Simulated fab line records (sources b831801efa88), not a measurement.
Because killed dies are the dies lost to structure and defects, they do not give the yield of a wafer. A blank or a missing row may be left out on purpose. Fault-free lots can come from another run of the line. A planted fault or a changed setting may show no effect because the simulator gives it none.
Which tool did it? | flow sky130 | Sampling: 10 lots, 30 wafers, 7 of 708 route steps

## WHAT EACH GAUGE READ, for each wafer
SKY_SD_P_TW_MEAS_11.
lot  | measured     | on            | SD_P_TW
L479 | day 25 23:15 | film_metro-04 | 2875 2887 2866
L480 | day 26 04:42 | film_metro-01 | 2823 2824 2832
L483 | day 27 04:36 | film_metro-04 | 2855 2852 2843
L484 | day 27 14:41 | film_metro-04 | 2846 2849 2852
L487 | day 28 14:47 | film_metro-02 | 2807 2831 2845
L491 | day 30 04:14 | film_metro-01 | 2830 2830 2838
L492 | day 30 07:50 | film_metro-02 | 2810 2818 2819
L495 | day 31 10:17 | film_metro-02 | 2822 2844 2841
L496 | day 31 15:21 | film_metro-01 | 2834 2851 2841
L497 | day 31 19:17 | film_metro-02 | 2832 2836 2823

SKY_RES_XHIGH_TW_MEAS_09.
lot  | measured     | on            | RES_XHIGH_TW
L479 | day 27 04:55 | film_metro-02 | 1649 1647 1649
L480 | day 27 10:48 | film_metro-01 | 1642 1650 1642
L483 | day 28 10:09 | film_metro-01 | 1647 1641 1643
L484 | day 28 18:47 | film_metro-02 | 1647 1653 1634
L487 | day 29 18:39 | film_metro-02 | 1639 1636 1639
L491 | day 31 08:24 | film_metro-01 | 1645 1647 1642
L492 | day 31 12:11 | film_metro-02 | 1653 1635 1650
L495 | day 32 13:29 | film_metro-04 | 1950 1935 1944
L496 | day 32 18:56 | film_metro-02 | 1930 1918 1936
L497 | day 32 22:15 | film_metro-01 | 1931 1932 1934

SKY_SD_N_RS_MEAS_18: uses a four-point probe to measure.
lot  | measured     | on            | RES_XHIGH_RS (ohm/sq)
L479 | day 28 10:41 | film_metro-04 | 332.6 333.3 332.3
L480 | day 28 15:57 | film_metro-02 | 333.7 333.8 333.8
L483 | day 29 14:17 | film_metro-02 | 333.7 332.3 333.1
L484 | day 29 23:52 | film_metro-01 | 333.3 333.9 333.1
L487 | day 30 23:56 | film_metro-04 | 331.9 331.3 331.0
L491 | day 32 13:04 | film_metro-01 | 332.7 331.6 331.3
L492 | day 32 16:43 | film_metro-02 | 331.8 332.5 332.3
L495 | day 33 16:58 | film_metro-04 | 221.2 221.5 221.9
L496 | day 33 22:03 | film_metro-02 | 221.9 222.0 222.3
L497 | day 34 01:20 | film_metro-02 | 221.5 221.7 221.4

## WHAT TOOL EACH LOT RAN ON (gives the tool, then ch and the chambers of the sampled wafers, and finally the start)
lot  | SKY_POLY_CUT_ETCH_11               | SKY_RES_XHIGH_IMPLANT_07        | SKY_RES_XHIGH_STRIP_08               | SKY_SD_N_RTA_14
L479 | rie_diel-04 ch 1,2,3, day 24 17:17 | implanter-04 ch 0, day 27 04:40 | plasma_asher-03 ch 0,1, day 27 04:48 | rtp_anneal-02 ch 0, day 28 10:16
L480 | rie_diel-04 ch 3, day 24 22:04     | implanter-04 ch 0, day 27 10:34 | plasma_asher-02 ch 0,1, day 27 10:41 | rtp_anneal-01 ch 0, day 28 15:29
L483 | rie_diel-04 ch 0,1,3, day 25 22:56 | implanter-01 ch 0, day 28 09:55 | plasma_asher-03 ch 0,1, day 28 10:02 | rtp_anneal-02 ch 0, day 29 13:52
L484 | rie_diel-03 ch 0,1,3, day 26 09:02 | implanter-02 ch 0, day 28 18:32 | plasma_asher-03 ch 0,1, day 28 18:41 | rtp_anneal-01 ch 0, day 29 23:27
L487 | rie_diel-01 ch 2,3, day 27 09:20   | implanter-04 ch 0, day 29 18:24 | plasma_asher-02 ch 0,1, day 29 18:33 | rtp_anneal-02 ch 0, day 30 23:31
L491 | rie_diel-03 ch 0,1,3, day 29 00:08 | implanter-04 ch 0, day 31 08:09 | plasma_asher-02 ch 0,1, day 31 08:18 | rtp_anneal-02 ch 0, day 32 12:39
L492 | rie_diel-01 ch 1,2,3, day 29 03:35 | implanter-01 ch 0, day 31 11:56 | plasma_asher-04 ch 0,1, day 31 12:05 | rtp_anneal-01 ch 0, day 32 16:18
L495 | rie_diel-03 ch 0,2,3, day 30 05:35 | implanter-04 ch 0, day 32 13:14 | plasma_asher-02 ch 0,1, day 32 13:23 | rtp_anneal-02 ch 0, day 33 16:33
L496 | rie_diel-03 ch 1,2, day 30 10:44   | implanter-04 ch 0, day 32 18:42 | plasma_asher-02 ch 0,1, day 32 18:50 | rtp_anneal-01 ch 0, day 33 21:38
L497 | rie_diel-01 ch 0,2,3, day 30 15:41 | implanter-04 ch 0, day 32 22:00 | plasma_asher-03 ch 0,1, day 32 22:09 | rtp_anneal-02 ch 0, day 34 00:55
- SKY_POLY_CUT_ETCH_11: etches Si3N4 in CF4/CH2F2/Ar, stops on poly-Si, time 42.5 s, target depth 60 nm.
- SKY_RES_XHIGH_IMPLANT_07
- SKY_RES_XHIGH_STRIP_08: strips in O2/N2.
- SKY_SD_N_RTA_14: time 2 s.

## AS READ BY THE TOOLS THEMSELVES (means over the sampled wafers that have a number; for cases with no such wafer, the mark the record gives instead)
SKY_POLY_CUT_ETCH_11.
lot  | tool        | ch2f2_flow_sccm (sccm) | drypump_motor_current_A (A) | oes_product_au (a.u.) | rf_fwd_power_W (W) | throttle_valve_pct (%)
L479 | rie_diel-04 | 20.00                  | 5.4                         | 0.827                 | 594.5              | 14.993
L480 | rie_diel-04 | 20.05                  | 5.5                         | 0.820                 | 589.2              | 14.999
L483 | rie_diel-04 | 19.99                  | 5.1                         | 0.827                 | 592.1              | 14.994
L484 | rie_diel-03 | 20.02                  | 6.2                         | 0.825                 | 596.4              | 14.995
L487 | rie_diel-01 | 20.03                  | 6.0                         | 0.831                 | 593.3              | 14.980
L491 | rie_diel-03 | 19.96                  | 6.1                         | 0.818                 | 593.4              | 15.002
L492 | rie_diel-01 | 20.03                  | 5.7                         | 0.825                 | 593.3              | 14.987
L495 | rie_diel-03 | 20.07                  | 6.1                         | 0.827                 | 593.5              | 14.990
L496 | rie_diel-03 | 19.97                  | 6.2                         | 0.823                 | 595.9              | 14.995
L497 | rie_diel-01 | 19.97                  | 5.9                         | 0.825                 | 594.9              | 14.992

SKY_RES_XHIGH_IMPLANT_07.
lot  | tool         | beam_on_s (s) | dose_ions_cm2
L479 | implanter-04 | 36.6          | 3.6e+14
L480 | implanter-04 | 36.9          | 3.6e+14
L483 | implanter-01 | 42.2          | 3.6e+14
L484 | implanter-02 | 42.4          | 3.6e+14
L487 | implanter-04 | 36.5          | 3.6e+14
L491 | implanter-04 | 36.0          | 3.6e+14
L492 | implanter-01 | 41.1          | 3.6e+14
L495 | implanter-04 | 61.4          | 6.2e+14
L496 | implanter-04 | 61.7          | 6.2e+14
L497 | implanter-04 | 64.4          | 6.2e+14

SKY_RES_XHIGH_STRIP_08.
lot  | tool            | drypump_motor_current_A (A) | oes_product_au (a.u.) | strip_time_to_endpoint_s (s)
L479 | plasma_asher-03 | 5.3                         | 0.714                 | 14.32
L480 | plasma_asher-02 | 6.1                         | 0.712                 | 14.30
L483 | plasma_asher-03 | 5.3                         | 0.710                 | 14.28
L484 | plasma_asher-03 | 5.3                         | 0.708                 | 14.28
L487 | plasma_asher-02 | 5.9                         | 0.716                 | 14.27
L491 | plasma_asher-02 | 5.9                         | 0.714                 | 14.23
L492 | plasma_asher-04 | 5.7                         | 0.710                 | 14.27
L495 | plasma_asher-02 | 5.9                         | 0.693                 | 14.81
L496 | plasma_asher-02 | 6.1                         | 0.693                 | 14.91
L497 | plasma_asher-03 | 5.3                         | 0.689                 | 14.87

SKY_SD_N_RTA_14.
lot  | tool          | lamp_power_pct (%) | wafer_temp_C_max
L479 | rtp_anneal-02 | 15.73              | 1077.6
L480 | rtp_anneal-01 | 15.73              | 1077.5
L483 | rtp_anneal-02 | 15.71              | 1078.2
L484 | rtp_anneal-01 | 15.68              | 1077.1
L487 | rtp_anneal-02 | 15.72              | 1078.4
L491 | rtp_anneal-02 | 15.71              | 1079.2
L492 | rtp_anneal-01 | 15.74              | 1078.2
L495 | rtp_anneal-02 | 15.75              | 1077.9
L496 | rtp_anneal-01 | 15.73              | 1077.8
L497 | rtp_anneal-02 | 15.70              | 1078.0

## THE ANSWER, worked out from the rows above alone
Rule: the usual values come from the lots themselves. The widest of any qualifying gaps counts: lots, ordered by their means at a reading, are off when they make up no more than a third of the lots, leave a main group of 4 or more, and stand apart from it by 3 or more times the standard deviation of that group's means. Not used: any main group whose means are identical at the precision the tables above print for the reading. Also off: a lot with no number at a reading for which 4 or more lots have one. Any other lot the step has rows for is counted as sound. The gauges are gone through in route order, then the tools' own readings, and for those a lot's mean is taken as printed above. The first step at which some lot is off is used, and at that step the reading that is off furthest; a lot without a number counts as furthest.
Off: L495, L496, L497, at SKY_RES_XHIGH_TW_MEAS_09 (RES_XHIGH_TW). Mean 1644 and standard deviation 2.9 in the main group.
A tool fits if, at a process step before that reading, it ran every lot that is off, and no sound lot after the first of them. The gauges at SKY_RES_XHIGH_TW_MEAS_09 aren't tried: what is off there is off at SKY_RES_XHIGH_IMPLANT_07 too, on other tools, and a gauge's error can't cause that. One fits: SKY_RES_XHIGH_IMPLANT_07 on implanter-04. Its last sound lot is L491 (day 31 08:09), its first lot that is off L495 (day 32 13:14): a fault that began between those two fits.
The tool's own readings at SKY_RES_XHIGH_IMPLANT_07 bear it out: on the lots that are off they differ by more than 5 times the standard deviation of the sound lots' means. beam_on_s reads 62.5 s there against 38.8 s on the sound lots; dose_ions_cm2 reads 6.2e+14 there against 3.6e+14 on the sound lots.

## WHAT THE SIMULATOR PUT IN
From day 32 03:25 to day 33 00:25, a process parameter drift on implanter-04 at SKY_RES_XHIGH_IMPLANT_07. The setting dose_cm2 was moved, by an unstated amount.
Struck lots among those shown: L495, L496, L497. The rule given above showed the same thing.
